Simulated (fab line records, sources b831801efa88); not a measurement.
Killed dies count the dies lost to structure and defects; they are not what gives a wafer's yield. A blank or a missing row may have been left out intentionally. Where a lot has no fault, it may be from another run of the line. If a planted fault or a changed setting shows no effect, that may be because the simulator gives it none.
Matching of chambers :: flow gf180mcu :: GF_V3_CVD_02 on pecvd-02: 3 sister chambers
The step deposits SiO2 from TEOS, target thk 850 nm, time 94.851 s. 18 wafers are shown with their chamber, then 9 later ones without.

## EACH WAFER AND ITS CHAMBER
wafer: L075.1
chamber: 2
heater power w (W): 964
rf fwd power W (W): 592.5

wafer: L075.5
chamber: 2
heater power w (W): 1018
rf fwd power W (W): 594.9

wafer: L075.6
chamber: 1
heater power w (W): 639
rf fwd power W (W): 597.3

wafer: L080.1
chamber: 2
heater power w (W): 921
rf fwd power W (W): 596.3

wafer: L080.3
chamber: 1
heater power w (W): 663
rf fwd power W (W): 595.8

wafer: L080.4
chamber: 0
heater power w (W): 579
rf fwd power W (W): 592.4

wafer: L082.1
chamber: 1
heater power w (W): 696
rf fwd power W (W): 596.3

wafer: L082.2
chamber: 0
heater power w (W): 622
rf fwd power W (W): 593.2

wafer: L082.4
chamber: 1
heater power w (W): 553
rf fwd power W (W): 597.0

wafer: L084.4
chamber: 1
heater power w (W): 693
rf fwd power W (W): 598.7

wafer: L084.5
chamber: 2
heater power w (W): 926
rf fwd power W (W): 594.0

wafer: L084.6
chamber: 1
heater power w (W): 557
rf fwd power W (W): 596.9

wafer: L085.1
chamber: 1
heater power w (W): 642
rf fwd power W (W): 598.2

wafer: L085.2
chamber: 2
heater power w (W): 902
rf fwd power W (W): 594.9

wafer: L085.6
chamber: 1
heater power w (W): 683
rf fwd power W (W): 595.6

wafer: L087.1
chamber: 1
heater power w (W): 661
rf fwd power W (W): 596.7

wafer: L087.4
chamber: 2
heater power w (W): 954
rf fwd power W (W): 592.8

wafer: L087.6
chamber: 0
heater power w (W): 651
rf fwd power W (W): 592.0

SIGNATURES (averages over the wafers above)
reading: heater power w
chamber 0: 617.33
chamber 1: 643.00
chamber 2: 947.50
scatter within a chamber: 47.8

reading: rf fwd power W
chamber 0: 592.533
chamber 1: 596.944
chamber 2: 594.233
scatter within a chamber: 1.14
Rule: distance of a wafer from a chamber = root of the sum over the readings of ((wafer's reading minus chamber's mean) / reading's scatter) squared. The wafer belongs to the nearest chamber; if the next one is less than 2 further off, it can't be placed. How the scatter is found: for the shown wafers, subtract from each reading the mean of its chamber, square and add these, divide the total by (wafers less chambers), then take the root.

## WAFERS WITHOUT THEIR CHAMBER
wafer: L092.1
heater power w (W): 631
rf fwd power W (W): 592.6

wafer: L092.2
heater power w (W): 692
rf fwd power W (W): 596.8

wafer: L092.5
heater power w (W): 544
rf fwd power W (W): 594.9

wafer: L093.2
heater power w (W): 609
rf fwd power W (W): 592.5

wafer: L093.4
heater power w (W): 625
rf fwd power W (W): 592.6

wafer: L093.6
heater power w (W): 970
rf fwd power W (W): 592.6

wafer: L097.1
heater power w (W): 672
rf fwd power W (W): 595.4

wafer: L097.2
heater power w (W): 896
rf fwd power W (W): 596.8

wafer: L097.4
heater power w (W): 664
rf fwd power W (W): 597.9

## CHAMBER TAKEN BY EACH
wafer: L092.1
from the rows above: 0
in truth: 0

wafer: L092.2
from the rows above: 1
in truth: 1

wafer: L092.5
from the rows above: can't be placed: 0 or 1
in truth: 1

wafer: L093.2
from the rows above: 0
in truth: 0

wafer: L093.4
from the rows above: 0
in truth: 0

wafer: L093.6
from the rows above: 2
in truth: 2

wafer: L097.1
from the rows above: can't be placed: 1 or 0
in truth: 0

wafer: L097.2
from the rows above: 2
in truth: 2

wafer: L097.4
from the rows above: 1
in truth: 1
Placed correctly: 7 of 9. These rows do not allow placing 2 (true chamber among the candidates in 2). Wrongly placed: 0.
